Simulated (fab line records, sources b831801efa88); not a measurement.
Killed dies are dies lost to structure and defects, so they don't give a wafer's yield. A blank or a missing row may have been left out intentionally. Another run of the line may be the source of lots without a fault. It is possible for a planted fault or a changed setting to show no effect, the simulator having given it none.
fab line records -- flow sfqLine
record lots=5, wafers=15, lastDay=87
route steps=325 shown I2@110 M3@118
lots untouched by any fault: they come from a run of this same line in which no faults occurred
startH: start of the lot's first displayed wafer, in hours after the record's first day -- waitH: hours elapsed since this lot's preceding step -- " same as the row above -- L1.1+2: a row that stands for several wafers -- - no value, or no start was given -- * or withheld: withheld -- < > ~ a bound
route shown NAME@n: names a module that has steps shown in the file, with the first one's number in the route -- usual: the fault-free wafers' mean and standard deviation -- same: alike in all rows -- chamber/n: place in a boat -- sites: the reading at each site -- _std_site: standard deviation of those values -- _edge_site: outer sites' mean less inner sites' -- radiusMm: for every site, how far away it sits from the centre of the wafer -- mask NAME#n: copy n -- behind: tool/chamber where the wafer was last shaped -- hold: cause of the lot's hold/its duration in hours/its outcome -- device: whichever transistor did not switch (one of n, p or np) -- end of line: the route-end tests of the same wafers -- a step given without rows: its recipe and nothing more -- killed: not the wafer's yield, but the dies lost to structure and defects at the first sort -- map: shows each die of a wafer: x if killed, . if not, _ if none is there
set.NAME: the setting the step ran with; set.NAME@STEP: the setting that earlier step ran with -- model.NAME: the simulator's own value behind a step, which no gauge read
lots at selected steps of the route; one table per step, one row per wafer
services: a tool's chamber out of use, with start hour (startH, from the record's first day; less than 0 if before it), hours out, and reason
## steps
# step SFQ_TRILAYER_I2_VIA_LITHO_EXPOSE_068
# recipe maskId=I2, na=0.6, sourceShape=conventional, sigmaOuter=0.65, targetCdNm=500, doseMj=21.3
# usual reticleTempC=23.01/0.099
lot.wafer,tool,chamber,startH,waitH,mask,reticleTempC
L077.1,krfScanner-02,0,898.85,-,I2#0,23.13
L077.3,krfScanner-02,0,898.85,-,I2#0,23.19
L077.4,krfScanner-02,0,898.85,-,I2#0,23.11
L079.3,krfScanner-02,0,931.65,-,I2#0,23.24
L079.5,krfScanner-02,0,931.65,-,I2#0,23.26
L079.6,krfScanner-02,0,931.65,-,I2#0,23.11
L082.1,krfScanner-01,0,956.91,-,I2#0,23.03
L082.2,krfScanner-01,0,956.91,-,I2#0,23.04
L082.6,krfScanner-01,0,956.91,-,I2#0,23.00
L083.1,krfScanner-01,0,958.11,-,I2#0,22.96
L083.2,krfScanner-01,0,958.11,-,I2#0,23.08
L083.4,krfScanner-01,0,958.11,-,I2#0,23.00
L097.1,krfScanner-02,0,1063.21,-,I2#0,22.86
L097.3,krfScanner-02,0,1063.21,-,I2#0,22.95
L097.4,krfScanner-02,0,1063.21,-,I2#0,22.90
# step SFQ_TRILAYER_I2_VIA_LITHO_PEB_070
# recipe pebTempC=115, pebTimeS=60, resist=KrF
# usual resistLineTempC=22.99/0.1
lot.wafer,tool,chamber,startH,waitH,resistLineTempC
L077.1,lithoTrack-02,0,900.05,1.0,22.97
L077.3,lithoTrack-02,0,900.05,1.0,22.98
L077.4,lithoTrack-02,0,900.05,1.0,22.76
L079.3,lithoTrack-01,0,932.50,0.7,23.11
L079.5,lithoTrack-01,0,932.50,0.7,23.13
L079.6,lithoTrack-01,0,932.50,0.7,23.14
L082.1,lithoTrack-01,0,958.11,1.0,23.01
L082.2,lithoTrack-01,0,958.11,1.0,23.09
L082.6,lithoTrack-01,0,958.11,1.0,23.05
L083.1,lithoTrack-03,0,959.31,1.0,22.81
L083.2,lithoTrack-03,0,959.31,1.0,22.93
L083.4,lithoTrack-03,0,959.31,1.0,23.01
L097.1,lithoTrack-02,0,1064.41,1.0,22.95
L097.3,lithoTrack-02,0,1064.41,1.0,22.75
L097.4,lithoTrack-02,0,1064.41,1.0,23.03
# step SFQ_TRILAYER_I2_VIA_LITHO_DEVELOP_069
# recipe timeS=60, resist=KrF
# usual resistLineTempC=23.01/0.11
lot.wafer,tool,chamber,startH,waitH,resistLineTempC
L077.1,lithoTrack-02,0,900.20,0.1,23.10
L077.3,lithoTrack-02,0,900.20,0.1,23.08
L077.4,lithoTrack-02,0,900.20,0.1,23.04
L079.3,lithoTrack-01,0,932.65,0.1,23.05
L079.5,lithoTrack-01,0,932.65,0.1,22.96
L079.6,lithoTrack-01,0,932.65,0.1,23.11
L082.1,lithoTrack-01,0,958.26,0.1,23.08
L082.2,lithoTrack-01,0,958.26,0.1,22.94
L082.6,lithoTrack-01,0,958.26,0.1,23.04
L083.1,lithoTrack-03,0,959.46,0.1,22.80
L083.2,lithoTrack-03,0,959.46,0.1,22.98
L083.4,lithoTrack-03,0,959.46,0.1,22.75
L097.1,lithoTrack-02,0,1064.56,0.1,23.15
L097.3,lithoTrack-02,0,1064.56,0.1,23.03
L097.4,lithoTrack-02,0,1064.56,0.1,22.99
# step SFQ_I2_OVL_MEAS_918
# usual I2_OVL=-1/5.7
lot.wafer,tool,chamber,startH,waitH,I2_OVL[nm]
L077.1,overlay-02,-,900.35,0.1,3
L077.3,overlay-02,-,900.35,0.1,1
L077.4,overlay-02,-,900.35,0.1,7
L079.3,overlay-01,-,932.76,0.1,-6
L079.5,overlay-01,-,932.76,0.1,-7
L079.6,overlay-01,-,932.76,0.1,-11
L082.1,overlay-01,-,958.41,0.1,-5
L082.2,overlay-01,-,958.41,0.1,-4
L082.6,overlay-01,-,958.41,0.1,1
L083.1,overlay-01,-,959.61,0.1,4
L083.2,overlay-01,-,959.61,0.1,2
L083.4,overlay-01,-,959.61,0.1,-1
L097.1,overlay-02,-,1064.71,0.1,-3
L097.3,overlay-02,-,1064.71,0.1,-1
L097.4,overlay-02,-,1064.71,0.1,-3
# step SFQ_TRILAYER_I2_VIA_BARC_OPEN_VIA_ETCH_096
# recipe maskMaterial=PR, chemistry=O2, targetDepthNm=125, target=BARC, sourceW=500, biasW=80, pressureMtorr=30, timeS=41.7
# usual drypumpMotorCurrentA=5.8/0.42, oesProductAu=0.684/0.0045
lot.wafer,tool,chamber,startH,waitH,drypumpMotorCurrentA,oesProductAu,rfHoursCounterH
L077.1,rieDiel-04,2,900.38,0.0,5.6,0.688,4
L077.3,rieDiel-04,1,900.38,0.0,6.0,0.683,9
L077.4,rieDiel-04,3,900.38,0.0,5.4,0.685,9
L079.3,rieDiel-03,0,932.78,0.0,6.1,0.678,12
L079.5,rieDiel-03,0,932.78,0.0,6.1,0.689,-
L079.6,rieDiel-03,3,932.78,0.0,6.3,0.681,-
L082.1,rieDiel-03,1,958.45,0.0,5.3,0.687,12
L082.2,rieDiel-03,2,958.45,0.0,6.7,0.682,12
L082.6,rieDiel-03,1,958.45,0.0,5.3,0.686,-
L083.1,rieDiel-01,2,959.65,0.0,6.0,0.679,15
L083.2,rieDiel-01,3,959.65,0.0,5.2,0.682,11
L083.4,rieDiel-01,1,959.65,0.0,5.9,0.678,16
L097.1,rieDiel-03,3,1064.75,0.0,6.3,0.684,9
L097.3,rieDiel-03,1,1064.75,0.0,5.2,0.684,14
L097.4,rieDiel-03,1,1064.75,0.0,5.2,0.684,-
# step SFQ_TRILAYER_I2_VIA_ETCH_VIA_ETCH_070
# recipe target=SiO2, stopOn=Nb, maskMaterial=PR, taperDeg=20, chemistry=CHF3, targetDepthNm=260, sourceW=500, biasW=80, pressureMtorr=30, timeS=withheld
# usual drypumpMotorCurrentA=5.7/0.42, oesProductAu=0.856/0.005
lot.wafer,tool,chamber,startH,waitH,drypumpMotorCurrentA,oesProductAu
L077.1,rieDiel-04,2,900.42,0.0,5.6,0.852
L077.3,rieDiel-04,1,900.42,0.0,6.0,0.861
L077.4,rieDiel-04,3,900.42,0.0,5.4,0.856
L079.3,rieDiel-03,0,932.82,0.0,6.1,0.854
L079.5,rieDiel-03,0,932.82,0.0,6.1,0.855
L079.6,rieDiel-03,3,932.82,0.0,6.3,0.848
L082.1,rieDiel-03,1,958.49,0.0,5.2,0.848
L082.2,rieDiel-03,2,958.49,0.0,6.7,0.853
L082.6,rieDiel-03,1,958.49,0.0,5.2,0.861
L083.1,rieDiel-01,2,959.69,0.0,6.0,0.861
L083.2,rieDiel-01,3,959.69,0.0,5.2,0.853
L083.4,rieDiel-01,1,959.69,0.0,5.8,0.850
L097.1,rieDiel-03,3,1064.79,0.0,6.3,0.862
L097.3,rieDiel-03,1,1064.79,0.0,5.3,0.859
L097.4,rieDiel-03,1,1064.79,0.0,5.2,0.847
# step SFQ_TRILAYER_I2_VIA_STRIP_STRIP_071
# recipe gas=O2, powerW=200, platenTempC=40, overashFraction=0.65, chemistry=O2, pressureMtorr=50
# usual drypumpMotorCurrentA=5.9/0.35, heBacksideLeakSccm=3.37/0.28, oesProductAu=1.003/0.012
lot.wafer,tool,chamber,startH,waitH,drypumpMotorCurrentA,heBacksideLeakSccm,oesProductAu,rfHoursCounterH
L077.1,rieMetal-02,0,900.54,-,5.6,3.14,1.009,132
L077.3,rieMetal-02,0,900.54,-,5.6,3.26,0.997,-
L077.4,rieMetal-02,1,900.54,-,5.7,3.68,1.003,-
L079.3,rieMetal-02,0,933.14,-,5.6,2.88,0.995,-
L079.5,rieMetal-02,1,933.14,-,5.7,3.62,0.990,-
L079.6,rieMetal-02,0,933.14,-,5.6,3.24,1.000,-
L082.1,rieMetal-04,0,958.60,-,5.0,2.85,1.015,42
L082.2,rieMetal-04,1,958.60,-,5.8,3.21,0.996,132
L082.6,rieMetal-04,0,958.60,-,5.0,2.85,1.013,-
L083.1,rieMetal-02,1,959.80,-,5.8,4.35,0.991,56
L083.2,rieMetal-02,1,959.80,-,5.8,3.56,0.994,-
L083.4,rieMetal-02,1,959.80,-,5.7,3.68,0.991,-
L097.1,rieMetal-01,0,1064.90,-,6.1,3.26,1.015,91
L097.3,rieMetal-01,0,1064.90,-,6.1,3.28,1.008,-
L097.4,rieMetal-01,0,1064.90,-,6.1,3.26,1.006,-
# step SFQ_TRILAYER_I2_VIA_STRIP_SOLV_CLEAN_072
# recipe chemistry=NMP, tempC=70, timeS=600
lot.wafer,tool,chamber,startH,waitH
L077.1+3+4,wetBench-01,"6,7,4",901.14,0.4
L079.3+5+6,wetBench-03,"5,0,7",933.54,0.2
L082.1+2+6,wetBench-04,"0,6,7",959.20,0.4
L083.1+2+4,wetBench-04,"2,6,3",961.00,1.0
L097.1+3+4,wetBench-04,"1,6,4",1066.10,1.0
# step SFQ_TRILAYER_M3_DEP_PRE_CLEAN_074
# recipe gas=Ar, timeS=22.5, biasV=250
lot.wafer,tool,chamber,startH,waitH
L077.1+3+4,pvdSputter-04,-,901.31,0.0
L079.3+5+6,pvdSputter-06,-,933.71,0.0
L082.1+2+6,pvdSputter-04,-,959.39,0.0
L083.1+2+4,pvdSputter-03,-,961.17,0.0
L097.1+3+4,pvdSputter-06,-,1066.27,0.0
# step SFQ_TRILAYER_M3_DEP_SPUTTER_073
# recipe material=Nb, basePressurePa=1.33e-06, chamberPressurePa=0.1333, substrateTempC=20, resputterCathodeVoltageV=400, targetThkNm=200, powerW=2000, timeS=133.3
# usual substrateTempC=19.99/0.1, throttleValvePct=29.7/1.2
lot.wafer,tool,chamber,startH,waitH,substrateTempC,throttleValvePct
L077.1,pvdSputter-04,-,901.34,0.0,20.06,32.5
L077.3,pvdSputter-04,-,901.34,0.0,20.01,29.1
L077.4,pvdSputter-04,-,901.34,0.0,20.30,29.8
L079.3,pvdSputter-06,-,933.74,0.0,19.88,27.2
L079.5,pvdSputter-06,-,933.74,0.0,19.98,27.0
L079.6,pvdSputter-06,-,933.74,0.0,20.07,30.4
L082.1,pvdSputter-04,-,959.42,0.0,20.03,32.6
L082.2,pvdSputter-04,-,959.42,0.0,20.00,29.2
L082.6,pvdSputter-04,-,959.42,0.0,20.07,31.0
L083.1,pvdSputter-03,-,961.20,0.0,20.05,28.2
L083.2,pvdSputter-03,-,961.20,0.0,20.18,28.8
L083.4,pvdSputter-03,-,961.20,0.0,20.00,29.4
L097.1,pvdSputter-06,-,1066.30,0.0,19.95,30.1
L097.3,pvdSputter-06,-,1066.30,0.0,19.92,27.2
L097.4,pvdSputter-06,-,1066.30,0.0,20.15,30.1
# step SFQ_M3_RS_MEAS_919
# recipe thkMeasGauge=four-point-probe, reads=Nb_of_TRILAYER_M3_DEP_SPUTTER_073
# usual M3_NB_RS=0.893/0.011
lot.wafer,tool,chamber,startH,waitH,M3_NB_RS[ohm/sq]
L077.1,filmMetro-02,-,901.43,0.0,0.894
L077.3,filmMetro-02,-,901.43,0.0,0.890
L077.4,filmMetro-02,-,901.43,0.0,0.890
L079.3,filmMetro-01,-,933.87,0.1,0.877
L079.5,filmMetro-01,-,933.87,0.1,0.881
L079.6,filmMetro-01,-,933.87,0.1,0.889
L082.1,filmMetro-01,-,959.51,0.0,0.903
L082.2,filmMetro-01,-,959.51,0.0,0.896
L082.6,filmMetro-01,-,959.51,0.0,0.888
L083.1,filmMetro-04,-,961.29,0.0,0.910
L083.2,filmMetro-04,-,961.29,0.0,0.897
L083.4,filmMetro-04,-,961.29,0.0,0.887
L097.1,filmMetro-02,-,1066.39,0.0,0.878
L097.3,filmMetro-02,-,1066.39,0.0,0.892
L097.4,filmMetro-02,-,1066.39,0.0,0.883
# step SFQ_TRILAYER_M3_LITHO_COAT_080
# recipe resist=BARC, spinRpm=3000, resistThkNm=62
# usual resistLineTempC=23.03/0.1, spinSpeedRpm=2999.9/2.1
lot.wafer,tool,chamber,startH,waitH,resistLineTempC,spinSpeedRpm
L077.1,lithoTrack-04,0,901.61,0.1,23.12,3000.7
L077.3,lithoTrack-04,0,901.61,0.1,23.10,3006.0
L077.4,lithoTrack-04,0,901.61,0.1,22.97,3000.5
L079.3,lithoTrack-03,0,934.11,0.1,23.10,2998.3
L079.5,lithoTrack-03,0,934.11,0.1,23.02,2999.0
L079.6,lithoTrack-03,0,934.11,0.1,22.88,2998.8
L082.1,lithoTrack-02,0,959.69,0.1,22.97,3000.1
L082.2,lithoTrack-02,0,959.69,0.1,22.99,3000.2
L082.6,lithoTrack-02,0,959.69,0.1,22.94,2999.9
L083.1,lithoTrack-02,0,961.47,0.1,23.04,2997.7
L083.2,lithoTrack-02,0,961.47,0.1,23.10,2999.8
L083.4,lithoTrack-02,0,961.47,0.1,23.10,3000.1
L097.1,lithoTrack-04,0,1066.57,0.1,22.96,3000.5
L097.3,lithoTrack-04,0,1066.57,0.1,23.02,3001.7
L097.4,lithoTrack-04,0,1066.57,0.1,22.83,2999.4
# step SFQ_TRILAYER_M3_LITHO_COAT_075
# recipe resist=KrF, spinRpm=3000, resistThkNm=600
# usual resistLineTempC=23.02/0.1, spinSpeedRpm=2999.9/2.1
lot.wafer,tool,chamber,startH,waitH,resistLineTempC,spinSpeedRpm
L077.1,lithoTrack-04,0,901.91,0.2,23.06,2997.0
L077.3,lithoTrack-04,0,901.91,0.2,23.01,2997.7
L077.4,lithoTrack-04,0,901.91,0.2,22.99,2997.8
L079.3,lithoTrack-03,0,934.41,0.2,23.21,3002.0
L079.5,lithoTrack-03,0,934.41,0.2,23.13,3000.2
L079.6,lithoTrack-03,0,934.41,0.2,23.06,2998.2
L082.1,lithoTrack-02,0,959.99,0.2,22.97,2998.5
L082.2,lithoTrack-02,0,959.99,0.2,23.03,3002.2
L082.6,lithoTrack-02,0,959.99,0.2,22.99,2999.7
L083.1,lithoTrack-02,0,961.77,0.2,22.96,3001.3
L083.2,lithoTrack-02,0,961.77,0.2,22.98,2996.0
L083.4,lithoTrack-02,0,961.77,0.2,23.06,3001.5
L097.1,lithoTrack-04,0,1066.87,0.2,23.09,2998.8
L097.3,lithoTrack-04,0,1066.87,0.2,23.09,2998.3
L097.4,lithoTrack-04,0,1066.87,0.2,23.08,3004.4
## services
tool,chamber,startH,hours,kind
rieDiel-01,2,900.63,6.4,repair
wetBench-04,-,902.04,1.9,pm
rieMetal-02,-,909.64,1.3,repair
rieDiel-01,0,916.71,8.1,repair
rieDiel-04,0,923.34,4.5,repair
rieDiel-01,3,931.64,2.5,repair
krfScanner-01,-,933.53,0.8,pm
krfScanner-01,-,938.22,6.3,repair
pvdSputter-04,-,945.52,3.6,repair
pvdSputter-04,-,946.32,11.3,repair
krfScanner-01,-,946.87,1.3,pm
rieDiel-03,0,949.52,1.5,repair
krfScanner-02,-,954.39,1.9,repair
rieMetal-02,-,961.00,14.6,pm
wetBench-04,-,965.53,0.5,repair
rieDiel-03,3,975.97,1.5,repair
krfScanner-01,-,984.73,0.5,repair
krfScanner-02,-,996.96,1.0,pm
krfScanner-02,-,1022.70,1.3,pm
rieDiel-03,0,1023.52,5.6,repair
krfScanner-02,-,1033.21,0.8,pm
rieMetal-02,1,1039.39,2.0,repair
rieDiel-03,0,1049.14,31.8,repair
pvdSputter-06,-,1066.51,4.1,repair
## key
fault none
